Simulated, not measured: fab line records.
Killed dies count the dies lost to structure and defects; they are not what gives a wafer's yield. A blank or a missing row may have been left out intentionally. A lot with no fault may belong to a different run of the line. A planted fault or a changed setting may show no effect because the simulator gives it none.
fab line records	flow sky130
record: lots: 5	wafers: 15	last_day: 50
route steps=708 shown CONTACT@424 METAL1@434 PAD_OPEN@708
lots with no fault: from the same line, run without faults
start_h: the number of hours between the record's first day and the start of the first shown wafer of the lot	wait_h: time in hours since the lot's previous step	" repeats the value in the row above	L1.1+2: a single row standing in for several wafers	- no value, or no start was given	* or withheld: withheld	< > ~ a bound
route shown NAME@n: a module of which the file shows steps, and the number in the route of the first	usual: mean/standard deviation of fault-free wafers	same: alike in all rows	chamber/n: place in a boat	sites: each site's reading	_std_site: standard deviation across them	_edge_site: the outer-site mean with the inner-site mean subtracted	radius_mm: for every site, how far away it sits from the centre of the wafer	mask NAME#n: copy n	behind: the last tool/chamber to shape the wafer	hold: the reason the lot was held/the length of the hold in hours/how it ended	device: the n, p or np transistor that did not switch	end of line: the route-end tests of the same wafers	a step with no rows: only its recipe	killed: dies lost to structure and defects at the first sort, not the wafer's yield	map: a wafer's dies, marking killed ones x, the rest . and places with no die _
set.NAME: the setting the step ran with; set.NAME@STEP: the setting that earlier step ran with	model.NAME: the simulator's own value behind a step, which no gauge read
a table for each step, a row for each wafer; lots at some steps of the route
services: a tool's chamber out of use, with start hour (start_h, from the record's first day; less than 0 if before it), hours out, and reason
== steps ==
step: SKY_CONTACT_ETCH_18
recipe: target: Si3N4	chemistry: CHF3/O2	stop_on: TiN	source_w: 600	bias_w: 200	pressure_mtorr: 40	chf3_flow_sccm: 50	O2_flow_sccm: 5	time_s: 39	target_depth_a: 750
step: SKY_CONTACT_STRIP_19
recipe: chemistry: O2/N2	power_w: 1400	pressure_mtorr: 1500	platen_temp_c: withheld	o2_flow_sccm: 3000	n2_flow_sccm: 300	overash_fraction: 0.5
usual: drypump_motor_current_A: 5.68/0.28	oes_product_au: 0.381/0.0041	strip_time_to_endpoint_s: 3.614/0.027
lot.wafer	tool	chamber	start_h	wait_h	drypump_motor_current_A	oes_product_au	rf_hours_counter_h	strip_time_to_endpoint_s
L962.2	plasma_asher-01	1	735.13	-	5.54	0.371	91	3.559
L962.3	"	1	"	"	5.54	0.383	-	3.581
L962.4	"	0	"	"	5.32	0.379	-	3.569
L964.1	plasma_asher-03	0	750.02	-	5.72	0.373	1	3.615
L964.2	"	1	"	"	5.50	0.379	1	3.606
L964.3	"	0	"	"	5.70	0.385	-	3.623
L966.3	plasma_asher-03	0	776.41	-	5.72	0.376	-	3.597
L966.4	"	1	"	"	5.47	0.377	-	3.593
L966.6	"	0	"	"	5.73	0.380	-	3.591
L967.1	plasma_asher-04	1	802.56	-	6.22	0.383	67	3.643
L967.2	"	0	"	"	5.80	0.380	67	3.586
L967.6	"	0	"	"	5.76	0.382	-	3.583
L981.2	plasma_asher-01	0	895.36	-	5.27	0.374	107	3.647
L981.4	"	0	"	"	5.31	0.387	-	3.613
L981.6	"	1	"	"	5.57	0.377	-	3.662
step: SKY_CONTACT_STRIP_20
recipe: chemistry: post_etch_residue_remover	time_s: 1200	temp_c: 72.5
step: SKY_CONTACT_CLEAN_21
recipe: chemistry: IPA	time_s: 180	temp_c: 25
step: SKY_CONTACT_CLEAN_22
recipe: chemistry: O3/DIW	dry: n2_spin
step: SKY_CONTACT_SPUTTER_23
recipe: material: TiN	target_thk_nm: 20	chamber_pressure_pa: 5	power_w: 4000	time_s: 80
step: SKY_CONTACT_CVD_24
recipe: material: W	target_thk_nm: 340	time_s: 102.12	temp_c: 400	pressure_torr: 40
usual: heater_power_w: 922/43	susceptor_temp_C: 400.00/0.22
same: time_s: 102.12
lot.wafer	tool	chamber	start_h	wait_h	heater_power_w	susceptor_temp_C
L962.2	cvd_w-01	0	735.79	0.0	958	400.21
L962.3	"	1	"	"	840	399.92
L962.4	"	0	"	"	971	400.12
L964.1	cvd_w-01	1	750.73	0.0	852	399.87
L964.2	"	0	"	"	969	400.02
L964.3	"	0	"	"	945	399.85
L966.3	cvd_w-01	1	777.20	0.1	849	400.05
L966.4	"	0	"	"	968	400.02
L966.6	"	0	"	"	953	399.80
L967.1	cvd_w-01	1	803.28	0.0	869	400.26
L967.2	"	0	"	"	956	399.86
L967.6	"	0	"	"	960	399.91
L981.2	cvd_w-01	0	896.01	0.0	972	400.04
L981.4	"	1	"	"	865	399.98
L981.6	"	1	"	"	855	399.81
step: SKY_CONTACT_RS_MEAS_25
recipe: thk_meas_gauge: four-point-probe	reads: W_of_CONTACT_CVD_24+TiN_of_CONTACT_SPUTTER_23
usual: CONTACT_W_RS: 0.335/0.0047
lot.wafer	tool	chamber	start_h	wait_h	CONTACT_W_RS[ohm/sq]
L962.2	film_metro-01	-	735.92	0.1	0.338
L962.3	"	-	"	"	0.339
L962.4	"	-	"	"	0.340
L964.1	film_metro-01	-	750.84	0.1	0.338
L964.2	"	-	"	"	0.337
L964.3	"	-	"	"	0.341
L966.3	film_metro-04	-	777.31	0.1	0.339
L966.4	"	-	"	"	0.338
L966.6	"	-	"	"	0.343
L967.1	film_metro-01	-	803.39	0.1	0.340
L967.2	"	-	"	"	0.343
L967.6	"	-	"	"	0.344
L981.2	film_metro-04	-	896.14	0.1	0.338
L981.4	"	-	"	"	0.337
L981.6	"	-	"	"	0.341
step: SKY_CONTACT_THK_MEAS_26
recipe: thk_meas_gauge: xrf	reads: W_of_CONTACT_CVD_24
usual: CONTACT_W_THK: 348/5.2
lot.wafer	tool	chamber	start_h	wait_h	CONTACT_W_THK[nm]
L962.2	film_metro-01	-	736.03	0.1	342
L962.3	"	-	"	"	344
L962.4	"	-	"	"	341
L964.1	film_metro-01	-	750.96	0.1	346
L964.2	"	-	"	"	347
L964.3	"	-	"	"	342
L966.3	film_metro-04	-	777.41	0.1	346
L966.4	"	-	"	"	347
L966.6	"	-	"	"	342
L967.1	film_metro-01	-	803.51	0.1	342
L967.2	"	-	"	"	340
L967.6	"	-	"	"	339
L981.2	film_metro-04	-	896.25	0.1	341
L981.4	"	-	"	"	344
L981.6	"	-	"	"	341
step: SKY_CONTACT_CMP_27
recipe: stop_on: SiO2	t_overpolish_s: 15	down_force_psi: 3.5	platen_rpm: 60	target_thk_nm: 0	pad_velocity_m_s: 0.94248
usual: motor_current_A: 10.8/1.4	overpolish_run_s: 15.000/0.0091	time_to_endpoint_s: 82.0/2.6
lot.wafer	tool	chamber	start_h	wait_h	motor_current_A	overpolish_run_s	time_to_endpoint_s
L962.3	cmp-01	1	736.08	0.0	12.3	14.998	83.1
L962.2	"	2	"	"	9.1	14.994	80.2
L962.4	"	0	"	"	9.7	14.994	79.7
L964.2	cmp-02	1	751.02	0.0	12.7	15.012	83.4
L964.3	"	2	"	"	11.1	14.997	82.9
L964.1	"	3	"	"	9.6	14.988	81.1
L966.4	cmp-01	1	777.45	0.0	12.6	15.003	83.0
L966.3	"	0	"	"	10.0	14.988	79.4
L966.6	"	1	"	"	12.4	15.022	80.8
L967.2	cmp-01	1	803.62	0.1	12.1	15.001	77.2
L967.1	"	3	"	"	11.0	14.995	79.8
L967.6	"	1	"	"	12.6	14.992	78.6
L981.2	cmp-01	3	896.30	0.0	10.9	15.005	79.3
L981.4	"	1	"	"	12.1	14.985	83.2
L981.6	"	3	"	"	11.2	15.011	79.7
step: SKY_METAL1_SPUTTER_00
recipe: material: Ti	target_thk_nm: 15	power_w: 3000	time_s: 10	chamber_pressure_pa: 0.4
step: SKY_METAL1_SPUTTER_01
recipe: material: TiN	target_thk_nm: 20	power_w: 6500	time_s: 16.7	chamber_pressure_pa: 0.4
step: SKY_METAL1_SPUTTER_02
recipe: material: AlCu	target_thk_nm: 250	power_w: 10600	time_s: 13.3	chamber_pressure_pa: 0.4
usual: chamber_pressure_pa: 0.3999/0.00073	throttle_valve_pct: 29.9/1.1
lot.wafer	tool	chamber	start_h	wait_h	chamber_pressure_pa	throttle_valve_pct	model.AlCu_of_METAL1_SPUTTER_02.thk_nm
L962.2	pvd_sputter-01	-	736.43	0.0	0.4003	32.4	253.3
L962.3	"	-	"	"	0.3997	29.6	251
L962.4	"	-	"	"	0.4000	30.9	255.7
L964.1	pvd_sputter-02	-	751.37	0.0	0.3997	29.6	247.4
L964.2	"	-	"	"	0.4010	27.4	247.8
L964.3	"	-	"	"	0.4004	30.1	248.3
L966.3	pvd_sputter-02	-	777.80	0.0	0.4000	29.6	253.6
L966.4	"	-	"	"	0.4005	30.1	254
L966.6	"	-	"	"	0.3997	29.9	245.9
L967.1	pvd_sputter-04	-	803.92	0.0	0.3984	29.2	246.5
L967.2	"	-	"	"	0.3991	30.6	247.8
L967.6	"	-	"	"	0.3999	30.3	247.5
L981.2	pvd_sputter-04	-	896.65	0.0	0.3998	30.4	252.5
L981.4	"	-	"	"	0.4010	29.6	249.9
L981.6	"	-	"	"	0.4005	29.7	252.1
step: SKY_METAL1_SPUTTER_03
recipe: material: Ti	target_thk_nm: 5	power_w: 3000	time_s: 3.3	chamber_pressure_pa: 0.4
usual: chamber_pressure_pa: 0.4001/0.00076	throttle_valve_pct: 29.9/1.1
same: time_s: 3.3
lot.wafer	tool	chamber	start_h	wait_h	chamber_pressure_pa	throttle_valve_pct
L962.2	pvd_sputter-01	-	736.45	0.0	0.4008	32.2
L962.3	"	-	"	"	0.4004	29.5
L962.4	"	-	"	"	0.4006	31.1
L964.1	pvd_sputter-02	-	751.39	0.0	0.4020	29.5
L964.2	"	-	"	"	0.3988	27.8
L964.3	"	-	"	"	0.4003	30.1
L966.3	pvd_sputter-02	-	777.83	0.0	0.4003	29.8
L966.4	"	-	"	"	0.4002	30.0
L966.6	"	-	"	"	0.4004	29.7
L967.1	pvd_sputter-04	-	803.94	0.0	0.4013	29.5
L967.2	"	-	"	"	0.4003	31.0
L967.6	"	-	"	"	0.4002	30.4
L981.2	pvd_sputter-04	-	896.68	0.0	0.3997	30.4
L981.4	"	-	"	"	0.4000	29.4
L981.6	"	-	"	"	0.3990	29.9
step: SKY_METAL1_SPUTTER_04
recipe: material: TiN	target_thk_nm: 70	power_w: 6500	time_s: 58.3	chamber_pressure_pa: 0.4
usual: chamber_pressure_pa: 0.4001/0.00084	throttle_valve_pct: 29.9/1.1
same: time_s: 58.3
lot.wafer	tool	chamber	start_h	wait_h	chamber_pressure_pa	throttle_valve_pct
L962.2	pvd_sputter-01	-	736.47	0.0	0.4015	32.4
L962.3	"	-	"	"	0.4006	29.6
L962.4	"	-	"	"	0.4008	30.8
L964.1	pvd_sputter-02	-	751.41	0.0	0.4004	29.5
L964.2	"	-	"	"	0.3991	27.9
L964.3	"	-	"	"	0.4005	30.1
L966.3	pvd_sputter-02	-	777.84	0.0	0.4005	29.6
L966.4	"	-	"	"	0.3999	30.0
L966.6	"	-	"	"	0.4001	29.8
L967.1	pvd_sputter-04	-	803.96	0.0	0.3999	29.1
L967.2	"	-	"	"	0.3998	30.8
L967.6	"	-	"	"	0.4011	30.4
L981.2	pvd_sputter-04	-	896.69	0.0	0.4009	30.3
L981.4	"	-	"	"	0.4007	29.7
L981.6	"	-	"	"	0.4017	29.7
step: SKY_METAL1_RS_MEAS_05
recipe: thk_meas_gauge: four-point-probe	reads: TiN_of_METAL1_SPUTTER_04+Ti_of_METAL1_SPUTTER_03+AlCu_of_METAL1_SPUTTER_02+TiN_of_METAL1_SPUTTER_01+Ti_of_METAL1_SPUTTER_00
usual: METAL1_ALCU_RS: 0.1263/0.0011
lot.wafer	tool	chamber	start_h	wait_h	METAL1_ALCU_RS[ohm/sq]
L962.2	film_metro-02	-	736.54	0.0	0.1250
L962.3	"	-	"	"	0.1261
L962.4	"	-	"	"	0.1239
L964.1	film_metro-02	-	751.46	0.0	0.1280
L964.2	"	-	"	"	0.1279
L964.3	"	-	"	"	0.1274
L966.3	film_metro-03	-	777.93	0.1	0.1248
L966.4	"	-	"	"	0.1250
L966.6	"	-	"	"	0.1290
L967.1	film_metro-03	-	804.01	0.0	0.1287
L967.2	"	-	"	"	0.1281
L967.6	"	-	"	"	0.1282
L981.2	film_metro-03	-	896.76	0.0	0.1254
L981.4	"	-	"	"	0.1265
L981.6	"	-	"	"	0.1255
step: SKY_METAL1_THK_MEAS_06
recipe: thk_meas_gauge: xrf	reads: AlCu_of_METAL1_SPUTTER_02
usual: METAL1_ALCU_THK: 256.5/2.8
lot.wafer	tool	chamber	start_h	wait_h	METAL1_ALCU_THK[nm]
L962.2	film_metro-02	-	736.65	0.1	257.0
L962.3	"	-	"	"	254.7
L962.4	"	-	"	"	258.2
L964.1	film_metro-02	-	751.58	0.1	254.0
L964.2	"	-	"	"	253.5
L964.3	"	-	"	"	255.6
L966.3	film_metro-03	-	778.03	0.1	261.9
L966.4	"	-	"	"	259.7
L966.6	"	-	"	"	249.4
L967.1	film_metro-03	-	804.13	0.1	252.4
L967.2	"	-	"	"	254.6
L967.6	"	-	"	"	251.6
L981.2	film_metro-03	-	896.87	0.1	259.3
L981.4	"	-	"	"	258.5
L981.6	"	-	"	"	257.1
step: SKY_METAL1_DEHYDRATE_07
recipe: temp_c: 200	time_s: 60
step: SKY_METAL1_HMDS_08
recipe: prime_time_s: 60	prime_temp_c: 120
step: SKY_METAL1_COAT_09
recipe: resist: BARC	temp_c: withheld	time_s: withheld	spin_rpm: 3000	resist_thk_nm: 60
step: SKY_METAL1_COAT_10
recipe: resist: KrF-thick	spin_rpm: 3000	resist_thk_nm: 450
step: SKY_METAL1_SOFTBAKE_11
recipe: temp_c: 100	time_s: 90	resist: KrF-thick
step: SKY_METAL1_EXPOSE_12
recipe: mask_id: MM1	na: 0.8	source_shape: annular	sigma_inner: 0.55	sigma_outer: 0.85	target_cd_nm: 140	dose_mj: 28
step: SKY_METAL1_PEB_13
recipe: peb_temp_c: withheld	peb_time_s: withheld	resist: KrF-thick
step: SKY_METAL1_DEVELOP_14
recipe: develop_time_s: 60	resist: KrF-thick	dev_temp_c: 21
step: SKY_METAL1_CD_MEAS_15
recipe: target_cd_nm: 140
usual: cd_nm: 140.2/1.6
lot.wafer	tool	chamber	start_h	wait_h	cd_nm
L962.2	cd_sem-01	-	763.99	-	142.1
L962.3	"	-	"	"	139.8
L962.4	"	-	"	"	140.0
L964.1	cd_sem-02	-	778.22	-	141.6
L964.2	"	-	"	"	141.6
L964.3	"	-	"	"	141.9
L966.3	cd_sem-01	-	804.50	-	137.8
L966.4	"	-	"	"	140.3
L966.6	"	-	"	"	139.3
L967.1	cd_sem-01	-	830.72	-	141.0
L967.2	"	-	"	"	140.5
L967.6	"	-	"	"	139.9
L981.2	cd_sem-02	-	922.43	-	143.3
L981.4	"	-	"	"	141.8
L981.6	"	-	"	"	142.1
step: SKY_METAL1_OVL_MEAS_16
usual: METAL1_OVL: -7/5.1
lot.wafer	tool	chamber	start_h	wait_h	METAL1_OVL[nm]
L962.2	overlay-01	-	764.10	0.1	-10
L962.3	"	-	"	"	-9
L962.4	"	-	"	"	-8
L964.1	overlay-02	-	778.34	0.1	-8
L964.2	"	-	"	"	-4
L964.3	"	-	"	"	-6
L966.3	overlay-02	-	804.59	0.1	-14
L966.4	"	-	"	"	-3
L966.6	"	-	"	"	-11
L967.1	overlay-01	-	830.84	0.1	-10
L967.2	"	-	"	"	-12
L967.6	"	-	"	"	-9
L981.2	overlay-02	-	922.53	0.1	-3
L981.4	"	-	"	"	0
L981.6	"	-	"	"	-8
step: SKY_METAL1_DESCUM_17
recipe: chemistry: O2	source_power_w: 150	bias_power_w: 0	pressure_mtorr: 10	temp_c: 40	time_s: 8
step: SKY_METAL1_ETCH_18
recipe: chemistry: N2/H2	target: BARC	ion_energy_ev: 200	bias_w: 100	pressure_mtorr: 30	n2_flow_sccm: 100	h2_flow_sccm: 200	icp_w: 500	stop_on: SiO2	time_s: 45.9	target_depth_a: 600
step: SKY_METAL1_METAL_ETCH_19
recipe: target_depth_a: 3600	stop_on: SiO2	over_etch_frac: 0.3	time_s: 78	chemistry: Cl2/BCl3	resist_sidewall_deg: 88	pressure_mtorr: 10	icp_w: 900	bias_w: 48.5	Cl2_flow_sccm: 60	bcl3_flow_sccm: 30
usual: drypump_motor_current_A: 5.7/0.43	oes_product_au: 0.855/0.0058	rf_fwd_power_W: 894.8/2.9	throttle_valve_pct: 22.265/0.0097
same: over_etch_frac: 0.3	time_s: 78
lot.wafer	tool	chamber	start_h	wait_h	drypump_motor_current_A	oes_product_au	rf_fwd_power_W	rf_hours_counter_h	throttle_valve_pct	model.METAL1.feature_depth_nm	model.etch.depth_nm
L962.2	rie_metal-01	1	764.22	0.0	4.9	0.857	888.6	1	22.267	363.1	363.1
L962.3	"	1	"	"	4.9	0.849	887.8	-	22.268	361.4	361.4
L962.4	"	0	"	"	5.8	0.858	892.9	-	22.243	365.7	365.7
L964.1	rie_metal-03	1	778.47	0.0	5.4	0.856	893.7	10	22.279	357.2	357.2
L964.2	"	0	"	"	5.9	0.847	893.3	1	22.286	357.7	357.7
L964.3	"	0	"	"	5.9	0.849	896.8	-	22.265	358.5	358.5
L966.3	rie_metal-02	1	804.74	0.1	6.1	0.855	893.0	-	22.268	362.7	362.7
L966.4	"	0	"	"	6.0	0.862	891.3	-	22.268	363.6	363.6
L966.6	"	0	"	"	6.0	0.848	893.5	-	22.280	355.4	355.4
L967.1	rie_metal-01	1	830.97	0.0	4.9	0.855	894.0	3	22.254	356.7	356.7
L967.2	"	0	"	"	5.8	0.847	891.1	6	22.270	358.2	358.2
L967.6	"	1	"	"	4.9	0.849	889.2	-	22.270	358.6	358.6
L981.2	rie_metal-03	0	922.66	0.0	5.9	0.861	896.1	6	22.257	363.5	363.5
L981.4	"	0	"	"	5.9	0.848	894.7	-	22.261	360.1	360.1
L981.6	"	1	"	"	5.4	0.862	897.5	-	22.270	362.1	362.1
step: SKY_METAL1_STRIP_20
recipe: chemistry: O2/N2	power_w: 1400	pressure_mtorr: 1500	platen_temp_c: withheld	o2_flow_sccm: 3000	n2_flow_sccm: 300	overash_fraction: 0.5
step: SKY_PAD_OPEN_PROBE_99
usual: defect_limited_yield: 82.0/1.9	killed_at_M0_to_M3: 45/6.9	killed_at_M4_up: 3.0/1.7	killed_at_contacts: 25/5.6	killed_at_front_end: 15/4.2	killed_at_other: 0.3/0.55	killed_dies: 89/9.6	killed_open: 49/7.2	killed_short: 39/6.5	sort_bin_3_pad_short: 0.9/0.44	sort_bin_5_function: 10.7/1.4	sort_bin_6_memory: 6.4/1.3	sort_n_pass: 403/9.6	sort_yield_pct: 82.0/1.9
same: gross_dies: 492	killed_at_back_side: 0	sort_bin_4_leakage[%]: 0	sort_bin_8_speed[%]: 0
lot.wafer	tool	chamber	start_h	wait_h	defect_limited_yield[%]	killed_at_M0_to_M3	killed_at_M4_up	killed_at_contacts	killed_at_front_end	killed_at_other	killed_dies	killed_open	killed_short	sort_bin_3_pad_short[%]	sort_bin_5_function[%]	sort_bin_6_memory[%]	sort_n_pass	sort_yield_pct[%]	model.etest.met1.rs_ohm_sq
L962.2	prober-01	-	1073.50	0.1	81.7	55	4	24	7	0	90	52	38	0.2	10.2	7.9	402	81.7	0.1269
L962.3	prober-01	-	1073.55	0.2	85.2	39	3	19	12	0	73	40	33	1.0	9.1	4.7	419	85.2	0.1281
L962.4	prober-01	-	1073.60	0.2	82.5	44	6	23	13	0	86	39	47	0.6	9.3	7.5	406	82.5	0.125
L964.1	prober-01	-	1087.94	0.1	83.1	50	2	23	8	0	83	42	41	1.2	9.8	5.9	409	83.1	0.1297
L964.2	prober-01	-	1087.99	0.1	82.1	51	6	22	9	0	88	49	38	0.8	10.8	6.3	404	82.1	0.1291
L964.3	prober-01	-	1088.04	0.2	80.7	48	4	22	21	0	95	56	39	1.0	10.0	8.3	397	80.7	0.1297
L966.3	prober-01	-	1105.56	0.2	82.7	41	5	23	16	0	85	40	45	0.8	10.2	6.3	407	82.7	0.1257
L966.4	prober-01	-	1105.61	0.2	84.8	35	4	25	11	0	75	44	31	1.2	9.1	4.9	417	84.8	0.126
L966.6	prober-01	-	1105.71	0.2	84.8	43	1	21	10	0	75	48	27	1.2	9.6	4.5	417	84.8	0.1305
L967.1	prober-01	-	1128.59	0.1	81.3	53	3	22	13	1	92	51	41	0.6	8.7	9.3	400	81.3	0.131
L967.2	prober-01	-	1128.64	0.1	82.3	48	5	20	14	0	87	47	40	1.4	10.0	6.3	405	82.3	0.1301
L967.6	prober-01	-	1128.84	0.2	84.8	37	3	21	12	2	75	35	38	1.2	8.9	5.1	417	84.8	0.1288
L981.2	prober-01	-	1190.32	0.1	84.3	28	2	34	13	0	77	41	36	1.0	9.1	5.5	415	84.3	0.1279
L981.4	prober-01	-	1190.42	0.2	81.5	48	4	21	18	0	91	45	46	1.0	11.6	5.9	401	81.5	0.128
L981.6	prober-01	-	1190.52	0.2	81.3	46	4	29	12	1	92	47	45	1.0	12.6	5.1	400	81.3	0.1277
killed by level:class
L962.2 VIA1:geometric_particle:open=16 VIA2:geometric_particle:open=9 LI_CONTACT:geometric_particle:open=8 CONTACT:geometric_particle:open=8 VIA2:geometric_particle:short=7 LOCAL_INTERCONNECT:geometric_particle:short=5 METAL1:geometric_particle:short=5 VIA3:geometric_particle:open=5
L962.3 VIA1:geometric_particle:open=11 CONTACT:geometric_particle:open=7 VIA2:geometric_particle:open=7 SPACER:geometric_particle:open=4 LI_CONTACT:geometric_particle:open=4 VIA3:geometric_particle:open=4 VIA3:geometric_particle:short=4 LI_CONTACT:geometric_particle:short=3
L962.4 CONTACT:geometric_particle:open=10 VIA1:geometric_particle:open=8 VIA2:geometric_particle:open=7 VIA2:geometric_particle:short=5 CONTACT:geometric_particle:short=5 METAL4:geometric_particle:short=5 METAL1:geometric_particle:short=5 FIELD_ISO:geometric_particle:short=4
L964.1 VIA1:geometric_particle:open=10 CONTACT:geometric_particle:open=8 METAL2:geometric_particle:short=8 METAL3:geometric_particle:short=6 VIA3:geometric_particle:open=6 VIA2:geometric_particle:short=5 LI_CONTACT:geometric_particle:open=5 VIA2:geometric_particle:open=5
L964.2 VIA3:geometric_particle:open=9 VIA1:geometric_particle:open=9 LI_CONTACT:geometric_particle:open=8 CONTACT:geometric_particle:open=7 VIA1:geometric_particle:short=6 VIA2:geometric_particle:open=5 POLY_GATE:geometric_particle:short=4 LI_CONTACT:geometric_particle:short=4
L964.3 VIA1:geometric_particle:open=13 LI_CONTACT:geometric_particle:open=9 VIA2:geometric_particle:open=8 METAL1:geometric_particle:short=7 POLY_GATE:geometric_particle:open=6 VIA3:geometric_particle:open=6 POLY_GATE:geometric_particle:short=5 CONTACT:geometric_particle:open=5
L966.3 VIA2:geometric_particle:open=9 METAL1:geometric_particle:short=8 CONTACT:geometric_particle:open=7 LI_CONTACT:geometric_particle:short=5 METAL2:geometric_particle:short=5 LI_CONTACT:geometric_particle:open=4 CONTACT:geometric_particle:short=4 VIA1:geometric_particle:open=4
L966.4 CONTACT:geometric_particle:open=10 VIA3:geometric_particle:open=8 VIA2:geometric_particle:open=7 VIA1:geometric_particle:open=5 LOCAL_INTERCONNECT:geometric_particle:short=4 FIELD_ISO:geometric_particle:short=4 LI_CONTACT:geometric_particle:open=4 CONTACT:geometric_particle:short=4
L966.6 VIA1:geometric_particle:open=14 LI_CONTACT:geometric_particle:open=8 VIA2:geometric_particle:open=6 VIA3:geometric_particle:open=6 CONTACT:geometric_particle:open=5 METAL1:geometric_particle:short=4 FIELD_ISO:geometric_particle:short=4 VIA1:geometric_particle:short=3
L967.1 VIA1:geometric_particle:open=15 LI_CONTACT:geometric_particle:open=9 METAL2:geometric_particle:short=8 VIA3:geometric_particle:open=7 FIELD_ISO:geometric_particle:open=5 POLY_GATE:geometric_particle:short=5 VIA2:geometric_particle:open=5 VIA3:geometric_particle:short=5
L967.2 VIA1:geometric_particle:open=11 LOCAL_INTERCONNECT:geometric_particle:short=7 CONTACT:geometric_particle:open=7 VIA3:geometric_particle:open=7 METAL1:geometric_particle:short=6 VIA1:geometric_particle:short=5 METAL2:geometric_particle:short=5 VIA2:geometric_particle:open=5
L967.6 VIA1:geometric_particle:open=8 VIA1:geometric_particle:short=6 LI_CONTACT:geometric_particle:open=6 FIELD_ISO:geometric_particle:open=5 LI_CONTACT:geometric_particle:short=5 CONTACT:geometric_particle:open=5 METAL2:geometric_particle:short=5 FIELD_ISO:geometric_particle:short=3
L981.2 LI_CONTACT:geometric_particle:open=9 VIA1:geometric_particle:open=7 CONTACT:geometric_particle:open=6 CONTACT:geometric_particle:short=6 LI_CONTACT:geometric_particle:short=5 LOCAL_INTERCONNECT:geometric_particle:short=5 METAL2:geometric_particle:short=5 VIA2:geometric_particle:open=5
L981.4 VIA1:geometric_particle:open=11 CONTACT:geometric_particle:open=7 LI_CONTACT:geometric_particle:open=6 METAL2:geometric_particle:short=6 VIA1:geometric_particle:short=5 METAL1:geometric_particle:short=5 VIA3:geometric_particle:open=5 VIA2:geometric_particle:open=5
L981.6 VIA1:geometric_particle:open=11 CONTACT:geometric_particle:open=11 LOCAL_INTERCONNECT:geometric_particle:short=7 VIA3:geometric_particle:open=7 VIA1:geometric_particle:short=6 LI_CONTACT:geometric_particle:open=6 METAL2:geometric_particle:short=6 VIA2:geometric_particle:open=5
== services ==
tool	chamber	start_h	hours	kind
pvd_sputter-01	-	715.49	3.8	repair
cvd_w-01	-	718.36	1.7	repair
cmp-02	-	719.51	1.4	repair
cmp-01	-	720.34	2.0	repair
pvd_sputter-04	-	722.50	4.5	repair
plasma_asher-03	-	733.75	9.0	pm
cmp-02	-	744.00	4.0	pm
cmp-01	-	755.54	0.9	repair
cmp-01	-	757.74	6.1	pm
pvd_sputter-04	-	762.24	0.6	repair
plasma_asher-04	-	770.17	4.3	pm
pvd_sputter-01	-	775.26	2.5	repair
cmp-01	-	786.57	1.2	repair
plasma_asher-01	-	796.18	5.4	repair
pvd_sputter-01	-	798.59	0.5	repair
cmp-01	-	812.01	6.3	repair
cmp-01	-	823.30	1.3	repair
cvd_w-01	1	854.67	11.8	repair
rie_metal-03	-	855.99	0.7	repair
pvd_sputter-01	-	876.53	3.0	repair
plasma_asher-01	-	896.91	1.6	repair
cvd_w-01	-	904.00	14.0	pm
cmp-01	-	912.21	4.0	pm
pvd_sputter-04	-	913.38	1.6	repair
== key ==
first_sign none at tools or gauges
model_effect: step: SKY_METAL1_SPUTTER_02	value: AlCu_of_METAL1_SPUTTER_02.thk_nm	without: 254	struck: 245.9
model_effect: step: SKY_METAL1_METAL_ETCH_19	value: METAL1.feature_depth_nm	without: 363.5	struck: 355.4
model_effect: step: SKY_PAD_OPEN_PROBE_99	value: etest.met1.rs_ohm_sq	without: 0.1262	struck: 0.1305
met_at SKY_METAL1_SPUTTER_02
struck_wafers L966.6
onset_between 751.37 777.80
fault: kind: process_parameter_drift	tool: pvd_sputter-02	chamber: -	onset_h: 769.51	steps: SKY_METAL1_SPUTTER_02	channel: time_s	offset: *	shape: step	end_h: 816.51	scope: struck_wafers_only	acts_in: *	stated: *
